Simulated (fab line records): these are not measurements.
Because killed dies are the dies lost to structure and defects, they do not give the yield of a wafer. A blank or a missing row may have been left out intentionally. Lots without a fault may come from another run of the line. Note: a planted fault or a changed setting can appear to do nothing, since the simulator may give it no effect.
Matching of chambers || flow gf180mcu || GF_CONTACT_CVD_02 on pecvd-02 has 3 sister chambers
The step deposits SiO2 from TEOS, target thk 860 nm, time 95.992 s. 3 wafers are shown with their chamber, then 7 later ones without.

== WAFERS PAIRED WITH THEIR CHAMBERS ==
{"wafer": "L084.1", "chamber": 2, "heater-power-w (W)": 594}
{"wafer": "L087.1", "chamber": 0, "heater-power-w (W)": 752}
{"wafer": "L087.3", "chamber": 1, "heater-power-w (W)": 628}

== WAFERS WITHOUT THEIR CHAMBER ==
{"wafer": "L087.4", "heater-power-w (W)": 672}
{"wafer": "L091.1", "heater-power-w (W)": 605}
{"wafer": "L091.3", "heater-power-w (W)": 779}
{"wafer": "L091.4", "heater-power-w (W)": 812}
{"wafer": "L092.1", "heater-power-w (W)": 476}
{"wafer": "L092.2", "heater-power-w (W)": 626}
{"wafer": "L092.4", "heater-power-w (W)": 537}

== EACH ONE'S CHAMBER ==
{"wafer": "L087.4", "from the rows above": "can't be placed: 1 or 2 or 0", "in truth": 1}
{"wafer": "L091.1", "from the rows above": "can't be placed: 2 or 1", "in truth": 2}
{"wafer": "L091.3", "from the rows above": 0, "in truth": 0}
{"wafer": "L091.4", "from the rows above": 0, "in truth": 0}
{"wafer": "L092.1", "from the rows above": "can't be placed: 2 or 1", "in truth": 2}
{"wafer": "L092.2", "from the rows above": "can't be placed: 1 or 2", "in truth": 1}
{"wafer": "L092.4", "from the rows above": "can't be placed: 2 or 1", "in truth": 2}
Correct placement for 2 of the 7. Not placeable from these rows: 5 (in 5, the candidates include the true chamber). Placed wrongly: 0.
How it was worked out, from the rows above alone: a wafer's distance from a chamber is the root of the sum, over the readings, of the square of ((its reading less the chamber's mean) divided by the reading's scatter). If the next closest chamber is less than 2 further off than the closest, the wafer can't be placed; otherwise it belongs to the closest. Each chamber's mean is taken over the wafers shown for it. The scatter: root of mean squared gap, hidden wafer to nearest shown wafer, with one shown wafer a chamber.
